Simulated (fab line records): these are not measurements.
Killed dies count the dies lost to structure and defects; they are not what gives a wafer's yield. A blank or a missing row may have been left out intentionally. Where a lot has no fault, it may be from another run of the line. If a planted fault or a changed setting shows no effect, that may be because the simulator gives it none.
What tool caused it? / flow sky130 / 72 wafers from 24 lots sampled at 5 of the route's 708 steps

== WHAT THE GAUGES SHOWED, per wafer ==
SKY_VIA2_OVL_MEAS_13.
lot=L074; measured=day 36 02:57; on=overlay-02; VIA2_OVL (nm)=-1 -2 1
lot=L075; measured=day 36 11:38; on=overlay-02; VIA2_OVL (nm)=-8 -8 -6
lot=L076; measured=day 36 14:20; on=overlay-01; VIA2_OVL (nm)=-1 4 4
lot=L077; measured=day 37 05:20; on=overlay-01; VIA2_OVL (nm)=-7 -6 0
lot=L078; measured=day 37 12:54; on=overlay-02; VIA2_OVL (nm)=13 3 8
lot=L079; measured=day 37 15:02; on=overlay-01; VIA2_OVL (nm)=-2 3 -1
lot=L080; measured=day 38 07:11; on=overlay-01; VIA2_OVL (nm)=-7 0 -1
lot=L081; measured=day 38 14:47; on=overlay-02; VIA2_OVL (nm)=-8 -6 0
lot=L082; measured=day 38 19:40; on=overlay-02; VIA2_OVL (nm)=-1 -5 -4
lot=L083; measured=day 39 04:05; on=overlay-02; VIA2_OVL (nm)=7 -3 -3
lot=L084; measured=day 39 10:39; on=overlay-01; VIA2_OVL (nm)=-3 -1 0
lot=L085; measured=day 39 20:11; on=overlay-02; VIA2_OVL (nm)=2 -1 -8
lot=L086; measured=day 40 04:15; on=overlay-01; VIA2_OVL (nm)=3 -1 9
lot=L087; measured=day 40 16:54; on=overlay-02; VIA2_OVL (nm)=-1 -1 -3
lot=L089; measured=day 40 19:59; on=overlay-01; VIA2_OVL (nm)=4 -4 -1
lot=L088; measured=day 40 23:09; on=overlay-01; VIA2_OVL (nm)=-14 -7 -8
lot=L091; measured=day 41 15:05; on=overlay-02; VIA2_OVL (nm)=0 3 -5
lot=L092; measured=day 41 17:03; on=overlay-02; VIA2_OVL (nm)=-7 -4 5
lot=L090; measured=day 41 17:54; on=overlay-02; VIA2_OVL (nm)=-5 1 -3
lot=L093; measured=day 41 23:18; on=overlay-01; VIA2_OVL (nm)=12 6 0
lot=L094; measured=day 42 05:14; on=overlay-02; VIA2_OVL (nm)=6 -5 1
lot=L095; measured=day 42 13:30; on=overlay-02; VIA2_OVL (nm)=1 2 -2
lot=L096; measured=day 42 17:14; on=overlay-02; VIA2_OVL (nm)=-1 -4 -8
lot=L097; measured=day 42 23:32; on=overlay-02; VIA2_OVL (nm)=-7 -1 -4

SKY_CAPM_RS_MEAS_03: measurement is done with a four-point probe.
lot=L074; measured=day 36 04:43; on=filmMetro-04; CAPM_TIN_RS (ohm/sq)=6.94 6.93 6.87
lot=L075; measured=day 36 13:23; on=filmMetro-02; CAPM_TIN_RS (ohm/sq)=7.00 7.00 6.99
lot=L076; measured=day 36 16:05; on=filmMetro-02; CAPM_TIN_RS (ohm/sq)=6.96 6.84 6.87
lot=L077; measured=day 37 07:06; on=filmMetro-04; CAPM_TIN_RS (ohm/sq)=6.90 6.89 6.89
lot=L078; measured=day 37 15:03; on=filmMetro-04; CAPM_TIN_RS (ohm/sq)=6.87 6.99 6.85
lot=L079; measured=day 37 16:50; on=filmMetro-03; CAPM_TIN_RS (ohm/sq)=6.95 6.96 6.98
lot=L080; measured=day 38 08:56; on=filmMetro-04; CAPM_TIN_RS (ohm/sq)=6.77 6.76 6.85
lot=L081; measured=day 38 16:32; on=filmMetro-03; CAPM_TIN_RS (ohm/sq)=6.98 6.93 6.98
lot=L082; measured=day 38 21:27; on=filmMetro-04; CAPM_TIN_RS (ohm/sq)=6.91 6.99 6.87
lot=L083; measured=day 39 05:55; on=filmMetro-03; CAPM_TIN_RS (ohm/sq)=6.92 6.89 6.90
lot=L084; measured=day 39 12:31; on=filmMetro-02; CAPM_TIN_RS (ohm/sq)=6.97 6.80 6.97
lot=L085; measured=day 39 21:56; on=filmMetro-02; CAPM_TIN_RS (ohm/sq)=6.87 6.92 6.93
lot=L086; measured=day 40 06:03; on=filmMetro-04; CAPM_TIN_RS (ohm/sq)=6.96 6.90 6.90
lot=L087; measured=day 40 18:41; on=filmMetro-02; CAPM_TIN_RS (ohm/sq)=6.95 6.89 6.92
lot=L089; measured=day 40 21:44; on=filmMetro-04; CAPM_TIN_RS (ohm/sq)=6.83 6.83 6.85
lot=L088; measured=day 41 00:55; on=filmMetro-04; CAPM_TIN_RS (ohm/sq)=6.89 6.93 6.89
lot=L091; measured=day 41 16:58; on=filmMetro-04; CAPM_TIN_RS (ohm/sq)=6.88 6.81 6.91
lot=L092; measured=day 41 18:49; on=filmMetro-03; CAPM_TIN_RS (ohm/sq)=6.94 6.89 6.86
lot=L090; measured=day 41 19:59; on=filmMetro-04; CAPM_TIN_RS (ohm/sq)=6.90 6.91 6.89
lot=L093; measured=day 42 01:05; on=filmMetro-03; CAPM_TIN_RS (ohm/sq)=6.85 6.75 6.85
lot=L094; measured=day 42 07:02; on=filmMetro-03; CAPM_TIN_RS (ohm/sq)=6.90 6.82 6.82
lot=L095; measured=day 42 15:16; on=filmMetro-02; CAPM_TIN_RS (ohm/sq)=6.91 6.84 6.92
lot=L096; measured=day 42 19:05; on=filmMetro-04; CAPM_TIN_RS (ohm/sq)=6.89 6.90 6.97
lot=L097; measured=day 43 01:17; on=filmMetro-03; CAPM_TIN_RS (ohm/sq)=6.82 6.86 6.80

SKY_VIA3_RS_MEAS_22: measurement is done with a four-point probe.
lot=L074; measured=day 39 12:59; on=filmMetro-01; VIA3_W_RS (ohm/sq)=0.2975 0.2947 0.2975
lot=L075; measured=day 39 22:13; on=filmMetro-03; VIA3_W_RS (ohm/sq)=0.2988 0.2970 0.2951
lot=L076; measured=day 39 23:10; on=filmMetro-03; VIA3_W_RS (ohm/sq)=0.2991 0.3009 0.2929
lot=L077; measured=day 40 15:14; on=filmMetro-02; VIA3_W_RS (ohm/sq)=0.2919 0.2928 0.2942
lot=L078; measured=day 40 22:14; on=filmMetro-02; VIA3_W_RS (ohm/sq)=0.2968 0.2975 0.2961
lot=L079; measured=day 41 00:49; on=filmMetro-03; VIA3_W_RS (ohm/sq)=0.2956 0.2978 0.2982
lot=L080; measured=day 41 13:02; on=filmMetro-01; VIA3_W_RS (ohm/sq)=0.2941 0.2968 0.2905
lot=L081; measured=day 41 21:53; on=filmMetro-03; VIA3_W_RS (ohm/sq)=0.2980 0.2968 0.2966
lot=L082; measured=day 42 01:47; on=filmMetro-02; VIA3_W_RS (ohm/sq)=0.2995 0.3007 0.2988
lot=L083; measured=day 42 10:08; on=filmMetro-02; VIA3_W_RS (ohm/sq)=0.2978 0.2983 0.2966
lot=L084; measured=day 42 16:01; on=filmMetro-03; VIA3_W_RS (ohm/sq)=0.2995 0.2979 0.2984
lot=L085; measured=day 43 01:44; on=filmMetro-03; VIA3_W_RS (ohm/sq)=0.3024 0.2988 0.2969
lot=L086; measured=day 43 08:04; on=filmMetro-02; VIA3_W_RS (ohm/sq)=0.2956 0.3020 0.2962
lot=L087; measured=day 43 21:08; on=filmMetro-02; VIA3_W_RS (ohm/sq)=0.2995 0.2960 0.2911
lot=L089; measured=day 43 23:47; on=filmMetro-02; VIA3_W_RS (ohm/sq)=0.2917 0.2943 0.2916
lot=L088; measured=day 44 02:32; on=filmMetro-01; VIA3_W_RS (ohm/sq)=0.2982 0.2970 0.2939
lot=L091; measured=day 44 15:25; on=filmMetro-02; VIA3_W_RS (ohm/sq)=0.2969 0.2926 0.2938
lot=L092; measured=day 44 19:34; on=filmMetro-01; VIA3_W_RS (ohm/sq)=0.2946 0.2972 0.2944
lot=L090; measured=day 44 20:06; on=filmMetro-01; VIA3_W_RS (ohm/sq)=0.3015 0.3010 0.2986
lot=L093; measured=day 45 01:00; on=filmMetro-01; VIA3_W_RS (ohm/sq)=0.2954 0.2918 0.2946
lot=L094; measured=day 45 06:05; on=filmMetro-02; VIA3_W_RS (ohm/sq)=0.2960 0.2912 0.2938
lot=L095; measured=day 45 13:16; on=filmMetro-01; VIA3_W_RS (ohm/sq)=0.2951 0.2914 0.2940
lot=L096; measured=day 45 16:43; on=filmMetro-03; VIA3_W_RS (ohm/sq)=0.3001 0.2986 0.2963
lot=L097; measured=day 45 22:30; on=filmMetro-03; VIA3_W_RS (ohm/sq)=0.2963 0.2965 0.2972

== EACH LOT AND THE TOOL THAT RAN IT (in order: tool; ch and the chambers of the sampled wafers; start) ==
lot=L074; SKY_METAL3_SPUTTER_02=pvdSputter-01, day 36 04:24; SKY_CAPM_SPUTTER_02=pvdSputter-04, day 36 04:36
lot=L075; SKY_METAL3_SPUTTER_02=pvdSputter-01, day 36 13:05; SKY_CAPM_SPUTTER_02=pvdSputter-03, day 36 13:16
lot=L076; SKY_METAL3_SPUTTER_02=pvdSputter-02, day 36 15:47; SKY_CAPM_SPUTTER_02=pvdSputter-04, day 36 15:59
lot=L077; SKY_METAL3_SPUTTER_02=pvdSputter-01, day 37 06:47; SKY_CAPM_SPUTTER_02=pvdSputter-03, day 37 06:58
lot=L078; SKY_METAL3_SPUTTER_02=pvdSputter-01, day 37 14:43; SKY_CAPM_SPUTTER_02=pvdSputter-04, day 37 14:55
lot=L079; SKY_METAL3_SPUTTER_02=pvdSputter-01, day 37 16:32; SKY_CAPM_SPUTTER_02=pvdSputter-03, day 37 16:43
lot=L080; SKY_METAL3_SPUTTER_02=pvdSputter-01, day 38 08:39; SKY_CAPM_SPUTTER_02=pvdSputter-03, day 38 08:50
lot=L081; SKY_METAL3_SPUTTER_02=pvdSputter-02, day 38 16:14; SKY_CAPM_SPUTTER_02=pvdSputter-03, day 38 16:25
lot=L082; SKY_METAL3_SPUTTER_02=pvdSputter-01, day 38 21:07; SKY_CAPM_SPUTTER_02=pvdSputter-04, day 38 21:17
lot=L083; SKY_METAL3_SPUTTER_02=pvdSputter-04, day 39 05:38; SKY_CAPM_SPUTTER_02=pvdSputter-03, day 39 05:49
lot=L084; SKY_METAL3_SPUTTER_02=pvdSputter-04, day 39 12:11; SKY_CAPM_SPUTTER_02=pvdSputter-01, day 39 12:23
lot=L085; SKY_METAL3_SPUTTER_02=pvdSputter-02, day 39 21:38; SKY_CAPM_SPUTTER_02=pvdSputter-03, day 39 21:50
lot=L086; SKY_METAL3_SPUTTER_02=pvdSputter-04, day 40 05:44; SKY_CAPM_SPUTTER_02=pvdSputter-03, day 40 05:55
lot=L087; SKY_METAL3_SPUTTER_02=pvdSputter-01, day 40 18:20; SKY_CAPM_SPUTTER_02=pvdSputter-03, day 40 18:31
lot=L089; SKY_METAL3_SPUTTER_02=pvdSputter-04, day 40 21:26; SKY_CAPM_SPUTTER_02=pvdSputter-03, day 40 21:37
lot=L088; SKY_METAL3_SPUTTER_02=pvdSputter-04, day 41 00:35; SKY_CAPM_SPUTTER_02=pvdSputter-01, day 41 00:46
lot=L091; SKY_METAL3_SPUTTER_02=pvdSputter-01, day 41 16:41; SKY_CAPM_SPUTTER_02=pvdSputter-03, day 41 16:52
lot=L092; SKY_METAL3_SPUTTER_02=pvdSputter-04, day 41 18:30; SKY_CAPM_SPUTTER_02=pvdSputter-03, day 41 18:42
lot=L090; SKY_METAL3_SPUTTER_02=pvdSputter-04, day 41 19:40; SKY_CAPM_SPUTTER_02=pvdSputter-03, day 41 19:52
lot=L093; SKY_METAL3_SPUTTER_02=pvdSputter-01, day 42 00:45; SKY_CAPM_SPUTTER_02=pvdSputter-04, day 42 00:56
lot=L094; SKY_METAL3_SPUTTER_02=pvdSputter-04, day 42 06:42; SKY_CAPM_SPUTTER_02=pvdSputter-01, day 42 06:54
lot=L095; SKY_METAL3_SPUTTER_02=pvdSputter-02, day 42 14:58; SKY_CAPM_SPUTTER_02=pvdSputter-01, day 42 15:09
lot=L096; SKY_METAL3_SPUTTER_02=pvdSputter-01, day 42 18:46; SKY_CAPM_SPUTTER_02=pvdSputter-03, day 42 18:57
lot=L097; SKY_METAL3_SPUTTER_02=pvdSputter-01, day 43 00:59; SKY_CAPM_SPUTTER_02=pvdSputter-04, day 43 01:11
- SKY_METAL3_SPUTTER_02: material AlCu, target thk 735 nm, time 39.1 s.
- SKY_CAPM_SPUTTER_02: material TiN, target thk 200 nm, time 166.7 s.

== WHAT THE TOOLS THEMSELVES READ (means of the sampled wafers that have a number; where no wafer has one, the mark that the record gives instead) ==
SKY_METAL3_SPUTTER_02.
lot=L074; tool=pvdSputter-01; throttleValvePct (%)=30.2
lot=L075; tool=pvdSputter-01; throttleValvePct (%)=30.0
lot=L076; tool=pvdSputter-02; throttleValvePct (%)=30.7
lot=L077; tool=pvdSputter-01; throttleValvePct (%)=30.7
lot=L078; tool=pvdSputter-01; throttleValvePct (%)=29.4
lot=L079; tool=pvdSputter-01; throttleValvePct (%)=29.9
lot=L080; tool=pvdSputter-01; throttleValvePct (%)=30.0
lot=L081; tool=pvdSputter-02; throttleValvePct (%)=31.6
lot=L082; tool=pvdSputter-01; throttleValvePct (%)=30.0
lot=L083; tool=pvdSputter-04; throttleValvePct (%)=30.3
lot=L084; tool=pvdSputter-04; throttleValvePct (%)=30.2
lot=L085; tool=pvdSputter-02; throttleValvePct (%)=30.7
lot=L086; tool=pvdSputter-04; throttleValvePct (%)=30.2
lot=L087; tool=pvdSputter-01; throttleValvePct (%)=30.7
lot=L089; tool=pvdSputter-04; throttleValvePct (%)=29.8
lot=L088; tool=pvdSputter-04; throttleValvePct (%)=30.5
lot=L091; tool=pvdSputter-01; throttleValvePct (%)=30.8
lot=L092; tool=pvdSputter-04; throttleValvePct (%)=30.1
lot=L090; tool=pvdSputter-04; throttleValvePct (%)=30.0
lot=L093; tool=pvdSputter-01; throttleValvePct (%)=30.8
lot=L094; tool=pvdSputter-04; throttleValvePct (%)=30.2
lot=L095; tool=pvdSputter-02; throttleValvePct (%)=29.7
lot=L096; tool=pvdSputter-01; throttleValvePct (%)=30.8
lot=L097; tool=pvdSputter-01; throttleValvePct (%)=29.9

SKY_CAPM_SPUTTER_02.
lot=L074; tool=pvdSputter-04; throttleValvePct (%)=30.1
lot=L075; tool=pvdSputter-03; throttleValvePct (%)=29.7
lot=L076; tool=pvdSputter-04; throttleValvePct (%)=30.0
lot=L077; tool=pvdSputter-03; throttleValvePct (%)=29.7
lot=L078; tool=pvdSputter-04; throttleValvePct (%)=29.8
lot=L079; tool=pvdSputter-03; throttleValvePct (%)=30.3
lot=L080; tool=pvdSputter-03; throttleValvePct (%)=29.4
lot=L081; tool=pvdSputter-03; throttleValvePct (%)=29.8
lot=L082; tool=pvdSputter-04; throttleValvePct (%)=30.1
lot=L083; tool=pvdSputter-03; throttleValvePct (%)=29.3
lot=L084; tool=pvdSputter-01; throttleValvePct (%)=29.5
lot=L085; tool=pvdSputter-03; throttleValvePct (%)=29.3
lot=L086; tool=pvdSputter-03; throttleValvePct (%)=29.9
lot=L087; tool=pvdSputter-03; throttleValvePct (%)=29.2
lot=L089; tool=pvdSputter-03; throttleValvePct (%)=29.8
lot=L088; tool=pvdSputter-01; throttleValvePct (%)=30.0
lot=L091; tool=pvdSputter-03; throttleValvePct (%)=29.9
lot=L092; tool=pvdSputter-03; throttleValvePct (%)=29.8
lot=L090; tool=pvdSputter-03; throttleValvePct (%)=30.2
lot=L093; tool=pvdSputter-04; throttleValvePct (%)=30.2
lot=L094; tool=pvdSputter-01; throttleValvePct (%)=30.2
lot=L095; tool=pvdSputter-01; throttleValvePct (%)=29.5
lot=L096; tool=pvdSputter-03; throttleValvePct (%)=29.3
lot=L097; tool=pvdSputter-04; throttleValvePct (%)=30.4

== THE ANSWER, worked out from the rows above alone ==
Rule: what is usual is taken from the lots themselves. The widest of any qualifying gaps counts: lots, ordered by their means at a reading, are off when they make up no more than a third of the lots, leave a main group of 4 or more, and stand apart from it by 3 or more times the standard deviation of that group's means. A main group is skipped when, at the precision printed for the reading in the tables above, its means are all equal. Also off: a lot with no number at a reading for which 4 or more lots have one. Where the step has rows for the other lots, those lots are counted as sound. First the gauges in route order, then the tools' own readings, where a lot's mean is used as printed above. At the first step where some lot is off, the reading lying furthest off is the one used; lots without a number count as furthest.
Across all readings shown, no lot is off: no conclusion can be drawn from this.

== WHAT THE SIMULATOR HAD PUT IN ==
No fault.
